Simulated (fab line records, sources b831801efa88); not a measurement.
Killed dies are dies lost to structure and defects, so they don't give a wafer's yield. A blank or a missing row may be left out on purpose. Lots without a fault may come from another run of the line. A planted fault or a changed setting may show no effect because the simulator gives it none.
fab line records | flow gf180mcu
record lots=5 wafers=15 last_day=33
route steps=602 shown STI@3 DNWELL@32 NWELL@42
lots that met no fault: from a run of the same line without faults
start_h: hours from the record's first day to the start of the lot's first wafer shown | wait_h: hours since the lot's step before | " the same as in the row above | L1.1+2: a row that stands for several wafers | - no value, or no start given | * or withheld: withheld | < > ~ a bound
route shown NAME@n: a module of which the file shows steps, and the number in the route of the first | usual: mean/standard deviation of fault-free wafers | same: alike in all rows | chamber/n: place in a boat | sites: the reading at each site | _std_site: their standard deviation | _edge_site: outer sites' mean less inner sites' | radius_mm: how far each site lies from the wafer's centre | mask NAME#n: copy n | behind: the tool/chamber that last shaped the wafer | hold: why the lot was held/for how many hours/how that ended | device: the transistor (n, p or np) that didn't switch | end of line: the same wafers' tests at the end of the route | a step without rows: its recipe alone | killed: dies lost to structure and defects at the first sort, not the wafer's yield | map: a wafer's dies, x killed, . not, _ none there
set.NAME: the setting as run; set.NAME@STEP: as run at that earlier step | model.NAME: the simulator's own value behind a step, which no gauge read
lots at some steps of the route; a table a step, a row a wafer
services: from which hour (start_h, from the record's first day; less than 0 if before it) a tool's chamber was out of use, for how many hours, and why
## steps
# step GF_STI_THK_MEAS_02
# recipe reads=SiO2_of_STI_OXIDATION_01
# usual STI_OXIDATION_THK=9.97/0.19
# columns lot.wafer tool chamber start_h wait_h STI_OXIDATION_THK[nm]
L081.1 film_metro-03 - 47.00 0.0 10.26
L081.4 " - " " 10.25
L081.6 " - " " 10.26
L085.2 film_metro-03 - 66.52 0.0 9.55
L085.4 " - " " 9.64
L085.6 " - " " 9.55
L087.2 film_metro-03 - 77.37 0.0 9.90
L087.3 " - " " 10.14
L087.6 " - " " 9.99
L091.1 film_metro-03 - 99.24 0.0 9.67
L091.2 " - " " 9.75
L091.4 " - " " 9.79
L094.3 film_metro-03 - 111.53 0.0 10.05
L094.4 " - " " 9.77
L094.5 " - " " 9.86
# step GF_STI_CVD_03
# recipe material=Si3N4 precursor=DCS/NH3 target_thk_nm=207.16 temp_c=770 time_s=3551 pressure_mtorr=250
# columns lot.wafer tool chamber start_h wait_h
L081.1+4+6 lpcvd-02 0 47.55 0.5
L085.2+4+6 lpcvd-01 1 66.57 0.0
L087.2+3+6 lpcvd-02 0 77.42 0.0
L091.1+2+4 lpcvd-02 0 99.30 0.1
L094.3+4+5 lpcvd-01 0 111.57 0.0
# step GF_STI_THK_MEAS_04
# recipe reads=Si3N4_of_STI_CVD_03
# usual STI_CVD_03_THK=207.1/1.6
# columns lot.wafer tool chamber start_h wait_h STI_CVD_03_THK[nm]
L081.1 film_metro-02 - 49.54 0.0 204.4
L081.4 " - " " 205.6
L081.6 " - " " 205.0
L085.2 film_metro-03 - 68.57 0.0 205.5
L085.4 " - " " 206.0
L085.6 " - " " 205.5
L087.2 film_metro-01 - 79.42 0.0 206.0
L087.3 " - " " 206.7
L087.6 " - " " 206.4
L091.1 film_metro-01 - 101.29 0.0 208.2
L091.2 " - " " 208.5
L091.4 " - " " 206.0
L094.3 film_metro-01 - 113.58 0.0 205.9
L094.4 " - " " 206.9
L094.5 " - " " 207.1
# step GF_STI_DEHYDRATE_05
# recipe temp_c=200 time_s=60
# columns lot.wafer tool chamber start_h wait_h
L081.1+4+6 litho_track-04 0 54.94 5.4
L085.2+4+6 litho_track-04 0 74.36 5.8
L087.2+3+6 litho_track-04 0 85.46 6.0
L091.1+2+4 litho_track-04 0 107.54 6.2
L094.3+4+5 litho_track-03 0 120.45 6.9
# step GF_STI_HMDS_06
# recipe prime_time_s=60 prime_temp_c=120
# columns lot.wafer tool chamber start_h wait_h
L081.1+4+6 litho_track-04 0 55.09 0.1
L085.2+4+6 litho_track-04 0 74.51 0.1
L087.2+3+6 litho_track-04 0 85.61 0.1
L091.1+2+4 litho_track-04 0 107.69 0.1
L094.3+4+5 litho_track-03 0 120.60 0.1
# step GF_STI_COAT_07
# recipe resist=KrF spin_rpm=withheld resist_thk_nm=700
# usual dispense_pressure_kPa=52/4
# columns lot.wafer tool chamber start_h wait_h dispense_pressure_kPa
L081.1 litho_track-04 0 55.24 0.1 55
L081.4 " 0 " " 55
L081.6 " 0 " " 55
L085.2 litho_track-04 0 74.66 0.1 55
L085.4 " 0 " " 55
L085.6 " 0 " " 55
L087.2 litho_track-04 0 85.76 0.1 55
L087.3 " 0 " " 55
L087.6 " 0 " " 55
L091.1 litho_track-04 0 107.84 0.1 55
L091.2 " 0 " " 55
L091.4 " 0 " " 55
L094.3 litho_track-03 0 120.75 0.1 50
L094.4 " 0 " " 50
L094.5 " 0 " " 50
# step GF_STI_SOFTBAKE_08
# recipe temp_c=130 time_s=60 resist=KrF
# columns lot.wafer tool chamber start_h wait_h
L081.1+4+6 litho_track-04 0 55.39 0.1
L085.2+4+6 litho_track-04 0 74.81 0.1
L087.2+3+6 litho_track-04 0 85.91 0.1
L091.1+2+4 litho_track-04 0 107.99 0.1
L094.3+4+5 litho_track-03 0 120.90 0.1
# step GF_STI_EXPOSE_09
# recipe mask_id=COMP target_cd_nm=220 na=0.68 source_shape=conventional sigma_outer=0.6 dose_mj=28
# same sigma_outer=0.6
# columns lot.wafer tool chamber start_h wait_h mask
L081.1+4+6 krf_scanner-02 0 - - COMP#0
L085.2+4+6 krf_scanner-01 0 - - COMP#0
L087.2+3+6 krf_scanner-01 0 - - COMP#0
L091.1+2+4 krf_scanner-02 0 - - COMP#0
L094.3+4+5 krf_scanner-02 0 - - COMP#0
# step GF_STI_PEB_10
# recipe peb_temp_c=135 peb_time_s=90 resist=KrF
# columns lot.wafer tool chamber start_h wait_h
L081.1+4+6 litho_track-04 0 - -
L085.2+4+6 litho_track-04 0 - -
L087.2+3+6 litho_track-04 0 - -
L091.1+2+4 litho_track-03 0 - -
L094.3+4+5 litho_track-03 0 - -
# step GF_STI_DEVELOP_11
# recipe develop_time_s=60 dev_temp_c=21
# columns lot.wafer tool chamber start_h wait_h
L081.1+4+6 litho_track-04 0 62.19 0.2
L085.2+4+6 litho_track-04 0 81.16 0.2
L087.2+3+6 litho_track-04 0 92.86 0.2
L091.1+2+4 litho_track-03 0 115.15 0.2
L094.3+4+5 litho_track-03 0 128.00 0.1
# step GF_STI_CD_MEAS_12
# recipe target_cd_nm=220
# usual cd_nm=220.3/1.3
# columns lot.wafer tool chamber start_h wait_h cd_nm
L081.1 cd_sem-02 - 62.34 0.1 220.8
L081.4 " - " " 221.9
L081.6 " - " " 221.3
L085.2 cd_sem-01 - 81.31 0.1 218.5
L085.4 " - " " 218.4
L085.6 " - " " 218.9
L087.2 cd_sem-02 - 93.01 0.1 219.7
L087.3 " - " " 220.6
L087.6 " - " " 220.5
L091.1 cd_sem-01 - 115.30 0.1 220.9
L091.2 " - " " 221.5
L091.4 " - " " 221.4
L094.3 cd_sem-02 - 128.14 0.1 221.4
L094.4 " - " " 221.6
L094.5 " - " " 220.7
# step GF_STI_ETCH_13
# recipe chemistry=CHF3/O2 stop_on=Si over_etch_frac=0.3 target_depth_a=2823.1 source_w=600 bias_w=200 pressure_mtorr=40 chf3_flow_sccm=50 O2_flow_sccm=5 time_s=112.9
# usual drypump_motor_current_A=5.5/0.41 oes_product_au=0.833/0.0053 throttle_valve_pct=8.809/0.0098
# columns lot.wafer tool chamber start_h wait_h drypump_motor_current_A oes_product_au rf_hours_counter_h throttle_valve_pct
L081.1 rie_diel-04 2 62.46 0.1 6.2 0.824 128 8.795
L081.4 " 3 " " 5.2 0.830 90 8.806
L081.6 " 2 " " 6.2 0.831 - 8.811
L085.2 rie_diel-04 1 81.41 0.1 6.2 0.824 151 8.810
L085.4 " 0 " " 5.1 0.834 - 8.810
L085.6 " 2 " " 6.2 0.833 - 8.795
L087.2 rie_diel-04 3 93.11 0.1 5.2 0.829 91 8.812
L087.3 " 2 " " 6.2 0.836 129 8.795
L087.6 " 3 " " 5.2 0.834 - 8.826
L091.1 rie_diel-02 3 115.42 0.1 5.0 0.834 62 8.794
L091.2 " 0 " " 5.3 0.837 122 8.815
L091.4 " 1 " " 5.6 0.829 108 8.793
L094.3 rie_diel-01 1 128.22 0.1 5.6 0.826 38 8.803
L094.4 " 2 " " 5.6 0.833 2 8.817
L094.5 " 0 " " 5.0 0.836 - 8.806
# step GF_STI_ETCH_14
# recipe target=Si chemistry=HBr/Cl2/O2 target_depth_nm=360 icp_w=600 bias_w=147.6 pressure_mtorr=15 HBr_flow_sccm=150 Cl2_flow_sccm=40 O2_flow_sccm=6 time_s=102.9
# usual drypump_motor_current_A=5.7/0.51 oes_product_au=1.002/0.012 throttle_valve_pct=25.656/0.011
# columns lot.wafer tool chamber start_h wait_h drypump_motor_current_A oes_product_au rf_hours_counter_h throttle_valve_pct
L081.1 rie_si-01 2 62.54 0.0 5.9 1.015 36 25.662
L081.4 " 3 " " 6.0 0.989 1 25.666
L081.6 " 2 " " 5.9 1.021 - 25.648
L085.2 rie_si-02 0 81.49 0.0 5.3 1.008 110 25.659
L085.4 " 1 " " 5.0 1.006 - 25.655
L085.6 " 2 " " 5.8 1.013 - 25.652
L087.2 rie_si-02 0 93.19 0.0 5.3 0.998 110 25.666
L087.3 " 1 " " 4.9 0.990 99 25.653
L087.6 " 1 " " 5.0 0.991 - 25.651
L091.1 rie_si-01 0 115.50 0.0 5.2 1.005 13 25.640
L091.2 " 2 " " 5.9 1.011 37 25.642
L091.4 " 3 " " 6.0 0.993 1 25.667
L094.3 rie_si-02 3 128.30 0.0 5.8 1.012 0 25.650
L094.4 " 2 " " 5.8 1.015 4 25.653
L094.5 " 0 " " 5.3 1.003 - 25.641
# step GF_STI_STRIP_15
# recipe chemistry=O2/N2 power_w=1400 pressure_mtorr=1500 platen_temp_c=250 o2_flow_sccm=3000 n2_flow_sccm=300 overash_fraction=0.5
# usual drypump_motor_current_A=5.6/0.56 heater_power_w=329/29 n2_flow_sccm=300.1/0.88 oes_product_au=0.384/0.0053 platen_temp_c=250.01/0.19 strip_time_to_endpoint_s=3.73/0.047
# columns lot.wafer tool chamber start_h wait_h drypump_motor_current_A heater_power_w n2_flow_sccm oes_product_au platen_temp_c rf_hours_counter_h strip_time_to_endpoint_s
L081.1 plasma_asher-04 0 62.61 0.0 4.9 344 300.1 0.379 249.74 51 3.64
L081.4 " 1 " " 5.3 319 299.4 0.381 250.36 - 3.72
L081.6 " 0 " " 5.0 341 300.3 0.384 249.81 - 3.67
L085.2 plasma_asher-04 1 81.56 0.0 5.3 316 299.6 0.381 249.72 53 3.70
L085.4 " 0 " " 5.0 343 301.0 0.377 250.05 - 3.71
L085.6 " 1 " " 5.3 313 300.4 0.386 249.98 - 3.63
L087.2 plasma_asher-02 0 93.26 0.0 6.3 299 301.0 0.387 249.83 46 3.82
L087.3 " 1 " " 5.9 313 299.3 0.384 250.34 - 3.76
L087.6 " 1 " " 6.0 317 299.0 0.382 250.13 - 3.82
L091.1 plasma_asher-04 0 115.57 0.0 5.0 334 300.3 0.389 249.96 57 3.65
L091.2 " 1 " " 5.3 314 301.2 0.388 250.27 57 3.71
L091.4 " 0 " " 5.0 335 300.1 0.386 250.00 - 3.77
L094.3 plasma_asher-02 1 128.40 0.1 5.9 321 299.1 0.387 249.75 - 3.69
L094.4 " 0 " " 6.3 301 301.3 0.380 250.04 - 3.68
L094.5 " 1 " " 6.0 315 300.9 0.387 250.03 - 3.63
# step GF_STI_CLEAN_16
# recipe chemistry=dHF time_s=25 dilution=100:1
# columns lot.wafer tool chamber start_h wait_h
L081.1+4+6 wet_bench-04 3 62.71 0.1
L085.2+4+6 wet_bench-04 2 81.66 0.1
L087.2+3+6 wet_bench-01 0 93.36 0.1
L091.1+2+4 wet_bench-04 1 115.67 0.1
L094.3+4+5 wet_bench-04 2 128.47 0.0
# step GF_STI_WET_ETCH_17
# recipe chemistry=H3PO4 target_depth_nm=45 temp_c=160 target=Si3N4 time_s=514
# columns lot.wafer tool chamber start_h wait_h
L081.1+4+6 wet_bench-02 3 62.73 0.0
L085.2+4+6 wet_bench-02 3 81.68 0.0
L087.2+3+6 wet_bench-02 1 93.38 0.0
L091.1+2+4 wet_bench-02 0 115.69 0.0
L094.3+4+5 wet_bench-01 2 128.48 0.0
# step GF_STI_CLEAN_18
# recipe chemistry=SC1/SC2 mix=1:4:20 temp_c=70 time_s=150
# columns lot.wafer tool chamber start_h wait_h
L081.1+4+6 wet_bench-01 3 62.88 0.0
L085.2+4+6 wet_bench-01 2 81.83 0.0
L087.2+3+6 wet_bench-04 2 93.53 0.0
L091.1+2+4 wet_bench-01 3 116.02 0.0
L094.3+4+5 wet_bench-02 0 128.64 0.0
# step GF_STI_CLEAN_19
# recipe chemistry=dHF time_s=20 dilution=100:1
# columns lot.wafer tool chamber start_h wait_h
L081.1+4+6 wet_bench-04 3 62.93 0.0
L085.2+4+6 wet_bench-04 0 81.88 0.0
L087.2+3+6 wet_bench-02 3 93.58 0.0
L091.1+2+4 wet_bench-04 0 116.07 0.0
L094.3+4+5 wet_bench-04 0 128.69 0.0
# step GF_STI_WET_ETCH_20
# recipe chemistry=dHF dilution=100:1 target_depth_nm=20 temp_c=25 dry=ipa_marangoni target=SiO2 time_s=400
# columns lot.wafer tool chamber start_h wait_h
L081.1+4+6 wet_bench-02 0 62.94 0.0
L085.2+4+6 wet_bench-02 0 81.89 0.0
L087.2+3+6 wet_bench-04 3 93.59 0.0
L091.1+2+4 wet_bench-02 0 116.08 0.0
L094.3+4+5 wet_bench-01 2 128.70 0.0
# step GF_STI_OXIDATION_21
# recipe temp_c=1000 ambient=O2 stabilise_s=600 purge_s=300 target_thk_a=150 ox_time_s=458
# same ox_time_s=458
# columns lot.wafer tool chamber start_h wait_h
L081.1+4+6 furnace-01 0 63.06 0.0
L085.2+4+6 furnace-01 0 82.13 0.1
L087.2+3+6 furnace-01 0 93.71 0.0
L091.1+2+4 furnace-02 0 116.54 0.2
L094.3+4+5 furnace-01 0 128.82 0.0
# step GF_STI_THK_MEAS_22
# recipe reads=SiO2_of_STI_OXIDATION_21
# usual STI_OXIDATION_01_THK=14.98/0.23
# columns lot.wafer tool chamber start_h wait_h STI_OXIDATION_01_THK[nm]
L081.1 film_metro-03 - 64.19 0.0 14.82
L081.4 " - " " 14.72
L081.6 " - " " 14.90
L085.2 film_metro-01 - 83.27 0.0 14.79
L085.4 " - " " 14.88
L085.6 " - " " 14.89
L087.2 film_metro-02 - 94.85 0.0 15.15
L087.3 " - " " 15.16
L087.6 " - " " 15.23
L091.1 film_metro-03 - 117.67 0.0 14.61
L091.2 " - " " 14.72
L091.4 " - " " 14.86
L094.3 film_metro-01 - 129.97 0.0 14.89
L094.4 " - " " 14.69
L094.5 " - " " 14.85
# step GF_STI_CVD_23
# recipe material=SiO2 target_thk_nm=650 sigma_open_frac=0.3 time_s=108.3 temp_c=600 sih4_flow_sccm=61.08 pressure_mtorr=6
# columns lot.wafer tool chamber start_h wait_h
L081.1+4+6 hdpcvd-01 1,0,2 64.25 0.1
L085.2+4+6 hdpcvd-01 2,2,1 83.32 0.0
L087.2+3+6 hdpcvd-01 2,1,1 94.90 0.0
L091.1+2+4 hdpcvd-01 1,0,0 117.73 0.1
L094.3+4+5 hdpcvd-01 0,1,2 130.01 0.0
# step GF_STI_THK_MEAS_24
# recipe reads=SiO2_of_STI_CVD_23
# usual STI_CVD_23_THK=661/7.1
# columns lot.wafer tool chamber start_h wait_h STI_CVD_23_THK[nm]
L081.1 film_metro-01 - 64.32 0.0 674
L081.4 " - " " 661
L081.6 " - " " 661
L085.2 film_metro-03 - 83.40 0.0 662
L085.4 " - " " 653
L085.6 " - " " 664
L087.2 film_metro-03 - 94.98 0.0 663
L087.3 " - " " 675
L087.6 " - " " 673
L091.1 film_metro-01 - 117.84 0.1 673
L091.2 " - " " 659
L091.4 " - " " 662
L094.3 film_metro-03 - 130.10 0.1 653
L094.4 " - " " 668
L094.5 " - " " 652
# step GF_STI_CMP_25
# recipe stop_on=Si3N4 t_overpolish_s=33 down_force_psi=4 platen_rpm=60 target_thk_nm=524.6 pad_velocity_m_s=0.94248
# usual edge_zone_pressure_frac=0.999/0.005 motor_current_A=12.7/1 overpolish_run_s=32.999/0.0087 retaining_ring_pressure_frac=0.999/0.0046 time_to_endpoint_s=128/4.9
# columns lot.wafer tool chamber start_h wait_h edge_zone_pressure_frac motor_current_A overpolish_run_s retaining_ring_pressure_frac time_to_endpoint_s
L081.1 cmp-02 0 64.47 0.1 0.996 12.9 33.001 1.006 135
L081.4 " 2 " " 0.998 13.2 33.002 0.997 134
L081.6 " 0 " " 0.998 12.0 32.993 1.006 133
L085.4 cmp-01 1 83.50 0.1 0.999 12.0 32.996 1.000 122
L085.2 " 2 " " 0.998 11.9 33.006 1.002 131
L085.6 " 1 " " 0.993 11.6 32.991 0.996 127
L087.3 cmp-02 0 95.27 0.3 1.003 12.6 32.996 0.992 139
L087.2 " 1 " " 0.995 13.6 33.010 1.000 134
L087.6 " 0 " " 1.006 12.8 33.005 0.996 139
L091.1 cmp-01 1 117.90 0.1 1.004 12.2 33.003 1.002 126
L091.2 " 2 " " 0.998 12.2 32.979 0.999 130
L091.4 " 3 " " 1.003 14.3 32.994 0.996 130
L094.4 cmp-01 2 130.14 0.0 1.011 11.7 33.004 0.997 131
L094.3 " 1 " " 0.995 12.2 32.999 0.997 119
L094.5 " 3 " " 1.001 14.3 33.007 0.996 128
# step GF_STI_WET_ETCH_26
# recipe chemistry=dHF target_depth_nm=94 target=SiO2 temp_c=25 dilution=10:1 time_s=188
# columns lot.wafer tool chamber start_h wait_h
L081.1+4+6 wet_bench-02 1 64.77 0.2
L085.2+4+6 wet_bench-02 2 83.75 0.1
L087.2+3+6 wet_bench-02 0 95.57 0.2
L091.1+2+4 wet_bench-01 3 118.20 0.2
L094.3+4+5 wet_bench-04 0 130.44 0.1
# step GF_STI_WET_ETCH_27
# recipe chemistry=H3PO4 target_depth_nm=160 target=Si3N4 temp_c=160 time_s=1825
# columns lot.wafer tool chamber start_h wait_h
L081.1+4+6 wet_bench-01 0 64.83 0.0
L085.2+4+6 wet_bench-01 3 83.82 0.0
L087.2+3+6 wet_bench-04 2 95.63 0.0
L091.1+2+4 wet_bench-04 2 118.26 0.0
L094.3+4+5 wet_bench-01 2 130.50 0.0
# step GF_STI_WET_ETCH_28
# recipe chemistry=dHF target_depth_nm=20 dry=ipa_marangoni target=SiO2 temp_c=25 dilution=10:1 time_s=40
# columns lot.wafer tool chamber start_h wait_h
L081.1+4+6 wet_bench-04 1 65.34 0.0
L085.2+4+6 wet_bench-04 1 84.33 0.0
L087.2+3+6 wet_bench-02 1 96.14 0.0
L091.1+2+4 wet_bench-04 3 118.82 0.0
L094.3+4+5 wet_bench-04 3 131.02 0.0
# step GF_STI_OXIDATION_29
# recipe temp_c=900 ambient=O2 stabilise_s=600 purge_s=300 target_thk_a=100 ox_time_s=1418
# same ox_time_s=1418
# columns lot.wafer tool chamber start_h wait_h
L081.1+4+6 furnace-01 0 66.04 0.7
L085.2+4+6 furnace-01 0 84.35 0.0
L087.2+3+6 furnace-02 0 99.24 3.1
L091.1+2+4 furnace-01 0 118.84 0.0
L094.3+4+5 furnace-02 0 131.51 0.5
# step GF_STI_THK_MEAS_30
# recipe reads=SiO2_of_STI_OXIDATION_29
# usual STI_OXIDATION_02_THK=9.94/0.19
# columns lot.wafer tool chamber start_h wait_h STI_OXIDATION_02_THK[nm]
L081.1 film_metro-01 - 67.43 0.0 9.93
L081.4 " - " " 9.80
L081.6 " - " " 10.04
L085.2 film_metro-03 - 85.75 0.0 9.92
L085.4 " - " " 9.90
L085.6 " - " " 10.00
L087.2 film_metro-02 - 100.65 0.0 10.16
L087.3 " - " " 9.98
L087.6 " - " " 9.97
L091.1 film_metro-01 - 120.24 0.0 9.84
L091.2 " - " " 9.93
L091.4 " - " " 10.03
L094.3 film_metro-01 - 132.93 0.0 10.09
L094.4 " - " " 10.09
L094.5 " - " " 9.99
# step GF_DNWELL_DEHYDRATE_00
# recipe temp_c=200 time_s=60
# columns lot.wafer tool chamber start_h wait_h
L081.1+4+6 litho_track-04 0 73.09 5.6
L085.2+4+6 litho_track-04 0 92.01 6.2
L087.2+3+6 litho_track-04 0 106.91 6.3
L091.1+2+4 litho_track-03 0 126.75 6.5
L094.3+4+5 litho_track-04 0 139.99 7.0
# step GF_DNWELL_HMDS_01
# recipe prime_time_s=60 prime_temp_c=120
# columns lot.wafer tool chamber start_h wait_h
L081.1+4+6 litho_track-04 0 73.24 0.1
L085.2+4+6 litho_track-04 0 92.16 0.1
L087.2+3+6 litho_track-04 0 107.06 0.1
L091.1+2+4 litho_track-03 0 126.90 0.1
L094.3+4+5 litho_track-04 0 140.14 0.1
# step GF_DNWELL_COAT_02
# recipe spin_rpm=2000 resist_thk_nm=3000
# usual dispense_pressure_kPa=52.6/2.4
# columns lot.wafer tool chamber start_h wait_h dispense_pressure_kPa
L081.1 litho_track-04 0 73.39 0.1 55.0
L081.4 " 0 " " 55.0
L081.6 " 0 " " 55.0
L085.2 litho_track-04 0 92.31 0.1 55.0
L085.4 " 0 " " 55.0
L085.6 " 0 " " 55.0
L087.2 litho_track-04 0 107.21 0.1 55.0
L087.3 " 0 " " 55.0
L087.6 " 0 " " 55.0
L091.1 litho_track-03 0 127.05 0.1 49.9
L091.2 " 0 " " 49.9
L091.4 " 0 " " 49.9
L094.3 litho_track-04 0 140.29 0.1 55.0
L094.4 " 0 " " 55.0
L094.5 " 0 " " 55.0
# step GF_DNWELL_SOFTBAKE_03
# recipe temp_c=110 time_s=withheld
# columns lot.wafer tool chamber start_h wait_h
L081.1+4+6 litho_track-04 0 73.54 0.1
L085.2+4+6 litho_track-04 0 92.47 0.1
L087.2+3+6 litho_track-04 0 107.37 0.1
L091.1+2+4 litho_track-03 0 127.20 0.1
L094.3+4+5 litho_track-04 0 140.45 0.1
# step GF_DNWELL_EXPOSE_04
# recipe mask_id=DNWELL target_cd_nm=1700 na=0.6 source_shape=conventional sigma_outer=0.6 dose_mj=260
# same sigma_outer=0.6
# columns lot.wafer tool chamber start_h wait_h mask
L081.1+4+6 iline_stepper-02 0 - - DNWELL#0
L085.2+4+6 iline_stepper-01 0 - - DNWELL#0
L087.2+3+6 iline_stepper-01 0 - - DNWELL#0
L091.1+2+4 iline_stepper-02 0 - - DNWELL#0
L094.3+4+5 iline_stepper-02 0 - - DNWELL#0
# step GF_DNWELL_PEB_05
# recipe temp_c=115 time_s=withheld
# columns lot.wafer tool chamber start_h wait_h
L081.1+4+6 litho_track-01 0 - -
L085.2+4+6 litho_track-04 0 - -
L087.2+3+6 litho_track-04 0 - -
L091.1+2+4 litho_track-03 0 - -
L094.3+4+5 litho_track-03 0 - -
# step GF_DNWELL_DEVELOP_06
# recipe wall_angle_deg=90 develop_time_s=60 dev_temp_c=23
# columns lot.wafer tool chamber start_h wait_h
L081.1+4+6 litho_track-01 0 - -
L085.2+4+6 litho_track-04 0 - -
L087.2+3+6 litho_track-04 0 - -
L091.1+2+4 litho_track-03 0 - -
L094.3+4+5 litho_track-03 0 - -
# step GF_DNWELL_IMPLANT_07
# recipe species=P energy_kev=1500 dose_cm2=1e+13 tilt_deg=0
# columns lot.wafer tool chamber start_h wait_h
L081.1+4+6 implanter-04 0 80.20 -
L085.2+4+6 implanter-04 0 99.51 -
L087.2+3+6 implanter-04 0 114.44 -
L091.1+2+4 implanter-04 0 134.50 -
L094.3+4+5 implanter-02 0 148.35 -
# step GF_DNWELL_STRIP_08
# recipe chemistry=O2/N2 power_w=1400 pressure_mtorr=1500 platen_temp_c=250 o2_flow_sccm=3000 n2_flow_sccm=300 overash_fraction=0.5
# usual drypump_motor_current_A=5.5/0.55 heater_power_w=321/15 n2_flow_sccm=300.1/0.86 oes_product_au=0.723/0.0045 platen_temp_c=250.00/0.17 strip_time_to_endpoint_s=36.96/0.13
# columns lot.wafer tool chamber start_h wait_h drypump_motor_current_A heater_power_w n2_flow_sccm oes_product_au platen_temp_c rf_hours_counter_h strip_time_to_endpoint_s
L081.1 plasma_asher-01 0 80.35 0.1 4.7 345 298.9 0.722 249.92 17 36.85
L081.4 " 0 " " 4.7 340 300.7 0.724 249.99 - 36.87
L081.6 " 1 " " 5.6 318 300.0 0.726 249.92 - 36.90
L085.2 plasma_asher-02 1 99.64 0.1 6.0 329 300.1 0.725 249.91 47 37.00
L085.4 " 1 " " 6.0 327 298.2 0.724 249.96 - 36.98
L085.6 " 0 " " 6.3 300 299.3 0.720 249.83 - 36.96
L087.2 plasma_asher-02 0 114.69 0.2 6.3 302 300.8 0.724 249.82 48 36.94
L087.3 " 1 " " 6.0 329 299.3 0.730 250.07 - 37.00
L087.6 " 0 " " 6.3 297 300.3 0.721 249.90 - 36.85
L091.1 plasma_asher-01 1 134.65 0.1 5.5 306 299.2 0.723 249.97 24 36.99
L091.2 " 0 " " 4.7 343 299.4 0.727 249.90 24 36.96
L091.4 " 0 " " 4.7 344 299.5 0.722 249.91 - 37.01
L094.3 plasma_asher-04 0 148.48 0.1 4.9 337 298.5 0.726 249.95 - 36.82
L094.4 " 1 " " 5.3 313 299.3 0.721 250.01 - 36.77
L094.5 " 1 " " 5.3 314 299.8 0.721 250.17 - 36.87
# step GF_DNWELL_TW_MEAS_09
# usual DNWELL_TW=1343/16
# columns lot.wafer tool chamber start_h wait_h DNWELL_TW
L081.1 film_metro-04 - 80.45 0.1 1338
L081.4 " - " " 1343
L081.6 " - " " 1342
L085.2 film_metro-04 - 99.75 0.1 1335
L085.4 " - " " 1338
L085.6 " - " " 1342
L087.2 film_metro-04 - 114.80 0.1 1329
L087.3 " - " " 1338
L087.6 " - " " 1335
L091.1 film_metro-04 - 134.75 0.1 1336
L091.2 " - " " 1341
L091.4 " - " " 1339
L094.3 film_metro-04 - 148.57 0.1 1347
L094.4 " - " " 1349
L094.5 " - " " 1351
# step GF_NWELL_DEHYDRATE_00
# recipe temp_c=200 time_s=60
# columns lot.wafer tool chamber start_h wait_h
L081.1+4+6 litho_track-01 0 86.65 6.2
L085.2+4+6 litho_track-01 0 105.93 6.2
L087.2+3+6 litho_track-02 0 121.73 6.9
L091.1+2+4 litho_track-02 0 142.00 7.2
L094.3+4+5 litho_track-02 0 155.45 6.9
# step GF_NWELL_HMDS_01
# recipe prime_time_s=60 prime_temp_c=120
# columns lot.wafer tool chamber start_h wait_h
L081.1+4+6 litho_track-01 0 86.80 0.1
L085.2+4+6 litho_track-01 0 106.08 0.1
L087.2+3+6 litho_track-02 0 121.88 0.1
L091.1+2+4 litho_track-02 0 142.15 0.1
L094.3+4+5 litho_track-02 0 155.60 0.1
# step GF_NWELL_COAT_02
# recipe spin_rpm=2000 resist_thk_nm=3000
# usual dispense_pressure_kPa=47.7/3
# columns lot.wafer tool chamber start_h wait_h dispense_pressure_kPa
L081.1 litho_track-01 0 86.95 0.1 50.6
L081.4 " 0 " " 50.6
L081.6 " 0 " " 50.5
L085.2 litho_track-01 0 106.23 0.1 50.5
L085.4 " 0 " " 50.5
L085.6 " 0 " " 50.5
L087.2 litho_track-02 0 122.03 0.1 44.2
L087.3 " 0 " " 44.2
L087.6 " 0 " " 44.2
L091.1 litho_track-02 0 142.30 0.1 44.2
L091.2 " 0 " " 44.2
L091.4 " 0 " " 44.2
L094.3 litho_track-02 0 155.75 0.1 44.2
L094.4 " 0 " " 44.2
L094.5 " 0 " " 44.2
# step GF_NWELL_SOFTBAKE_03
# recipe temp_c=110 time_s=withheld
# columns lot.wafer tool chamber start_h wait_h
L081.1+4+6 litho_track-01 0 87.10 0.1
L085.2+4+6 litho_track-01 0 106.39 0.1
L087.2+3+6 litho_track-02 0 122.18 0.1
L091.1+2+4 litho_track-02 0 142.45 0.1
L094.3+4+5 litho_track-02 0 155.92 0.1
# step GF_NWELL_EXPOSE_04
# recipe mask_id=Nwell target_cd_nm=860 na=0.6 source_shape=conventional sigma_outer=0.6 dose_mj=260
# same sigma_outer=0.6
# columns lot.wafer tool chamber start_h wait_h mask
L081.1+4+6 iline_stepper-02 0 - - Nwell#0
L085.2+4+6 iline_stepper-02 0 - - Nwell#0
L087.2+3+6 iline_stepper-02 0 - - Nwell#0
L091.1+2+4 iline_stepper-02 0 - - Nwell#0
L094.3+4+5 iline_stepper-02 0 - - Nwell#0
# step GF_NWELL_PEB_05
# recipe temp_c=115 time_s=withheld
# columns lot.wafer tool chamber start_h wait_h
L081.1+4+6 litho_track-01 0 - -
L085.2+4+6 litho_track-01 0 - -
L087.2+3+6 litho_track-03 0 - -
L091.1+2+4 litho_track-02 0 - -
L094.3+4+5 litho_track-03 0 - -
# step GF_NWELL_DEVELOP_06
# recipe wall_angle_deg=90 develop_time_s=60 dev_temp_c=23
# columns lot.wafer tool chamber start_h wait_h
L081.1+4+6 litho_track-01 0 - -
L085.2+4+6 litho_track-01 0 - -
L087.2+3+6 litho_track-03 0 - -
L091.1+2+4 litho_track-02 0 - -
L094.3+4+5 litho_track-03 0 - -
## services
# columns tool chamber start_h hours kind
plasma_asher-04 - 24.76 0.9 repair
iline_stepper-02 - 25.66 6.5 repair
iline_stepper-02 - 34.25 1.7 pm
iline_stepper-02 - 36.15 11.3 repair
krf_scanner-02 - 42.20 0.8 pm
iline_stepper-02 - 45.10 2.2 repair
cmp-01 - 54.16 3.9 pm
cmp-01 - 64.20 4.0 pm
implanter-04 - 69.44 5.7 pm
furnace-02 - 74.34 2.6 pm
rie_si-02 3 74.38 20.7 repair
rie_diel-04 3 78.03 8.1 repair
cmp-01 - 84.88 13.6 pm
krf_scanner-02 - 91.27 1.3 pm
rie_si-02 - 97.19 0.1 repair
plasma_asher-04 - 98.61 2.8 pm
krf_scanner-02 - 100.51 1.0 pm
lpcvd-02 - 108.92 2.8 pm
rie_si-02 0 111.53 3.8 repair
krf_scanner-02 - 135.63 1.0 repair
wet_bench-02 - 144.83 6.3 repair
iline_stepper-02 - 152.27 2.9 repair
plasma_asher-02 - 156.56 2.8 pm
hdpcvd-01 - 159.11 5.3 repair
## key
fault none
